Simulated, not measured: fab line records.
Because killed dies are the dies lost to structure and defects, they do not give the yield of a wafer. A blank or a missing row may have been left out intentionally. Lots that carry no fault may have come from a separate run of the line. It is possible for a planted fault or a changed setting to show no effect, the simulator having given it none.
Comparing a struck lot with a sound one + flow sky130 + 17 steps out of a route of 708
Sound: the wafers L725.1, L725.4, L725.6. Wafers struck: L721.2, L721.5, L721.6. Last of all comes the cause.
At each step with rows: each side's tool, then ch and its chambers, then its first start. Under that, the readings that differ: sound wafers + struck wafers + difference of the means + sigmas: that difference in standard deviations of wafers without a fault.
alike: same words and numbers on both sides, and readings whose means sit less than 2 such deviations apart. not compared: any withheld reading, any reading some wafer has no value for, any bound like >300 that may hide the same value, and any number with overlapping values for which the record gives no deviation.
Wherever a step has rows on one side only, a row that says differs or no value, or a row with sigmas, the two part there. When numbers do not overlap yet have no deviation, they are printed without sigmas and do not part them. A reading missing from all wafers of one side parts the sides only when that side holds two or more wafers.

first, 1 step without rows for these wafers: SKY_VT_ADJUST_LVTN_IMPLANT_19.
SKY_VT_ADJUST_LVTN_STRIP_20: strips in O2/N2.
  sound on plasma asher-01 ch 0,1, day 13 15:23; struck on plasma asher-04 ch 0,1, day 13 05:14
  alike: drypump motor current A, o2 flow sccm, oes product au, strip time to endpoint s
  not compared: rf hours counter h
SKY_VT_ADJUST_LVTN_TW_MEAS_21:
  sound on film metro-03 at day 13 15:29; struck on film metro-02 at day 13 05:21
| reading             | sound             | struck            | difference | sigmas |
|---------------------|-------------------|-------------------|------------|--------|
| VT_ADJUST_LVTN_2_TW | 190.7 191.0 189.9 | 187.1 187.2 186.6 | -3.6       | -2     |
then, 7 steps without rows for these wafers: SKY_VT_ADJUST_NCORE_DEHYDRATE_00 (time 60 s); SKY_VT_ADJUST_NCORE_HMDS_01 (prime time 60 s); SKY_VT_ADJUST_NCORE_COAT_02 (resist thk 1140 nm); SKY_VT_ADJUST_NCORE_SOFTBAKE_03 (time 60 s); SKY_VT_ADJUST_NCORE_EXPOSE_04 (exposes mask LVTN COMPLEMENT THIN, target cd 380 nm); SKY_VT_ADJUST_NCORE_PEB_05; SKY_VT_ADJUST_NCORE_DEVELOP_06 (develop time 60 s).
SKY_VT_ADJUST_NCORE_CD_MEAS_07: target cd 380 nm.
  sound on cd sem-02 at day 14 17:25; struck on cd sem-02 at day 14 07:29
  alike: cd nm
SKY_VT_ADJUST_NCORE_OVL_MEAS_08:
  sound on overlay-01 at day 14 17:32; struck on overlay-02 at day 14 07:35
  alike: VT_ADJUST_NCORE_OVL
SKY_VT_ADJUST_NCORE_IMPLANT_09:
  sound on implanter-01 ch 0, day 14 17:34; struck on implanter-02 ch 0, day 14 07:58
  alike: beam energy keV
SKY_VT_ADJUST_NCORE_STRIP_10: strips in O2/N2.
  sound on plasma asher-03 ch 0,1, day 14 17:43; struck on plasma asher-01 ch 0,1, day 14 08:05
  alike: drypump motor current A, o2 flow sccm, oes product au, strip time to endpoint s
  not compared: rf hours counter h
SKY_VT_ADJUST_NCORE_TW_MEAS_11:
  sound on film metro-02 at day 14 17:49; struck on film metro-03 at day 14 08:11
| reading            | sound             | struck            | difference | sigmas |
|--------------------|-------------------|-------------------|------------|--------|
| VT_ADJUST_NCORE_TW | 218.3 218.6 217.4 | 268.6 268.8 268.7 | +50.6      | +32    |
then, 2 steps without rows for these wafers: SKY_VT_ADJUST_HVTR_DEHYDRATE_00 (time 60 s); SKY_PAD_OPEN_PROBE_99.

== WHERE THEY PART ==
Last at SKY_VT_ADJUST_NCORE_TW_MEAS_11 as far as this record goes, first at SKY_VT_ADJUST_LVTN_TW_MEAS_21.

WHY: whatever the simulator had introduced
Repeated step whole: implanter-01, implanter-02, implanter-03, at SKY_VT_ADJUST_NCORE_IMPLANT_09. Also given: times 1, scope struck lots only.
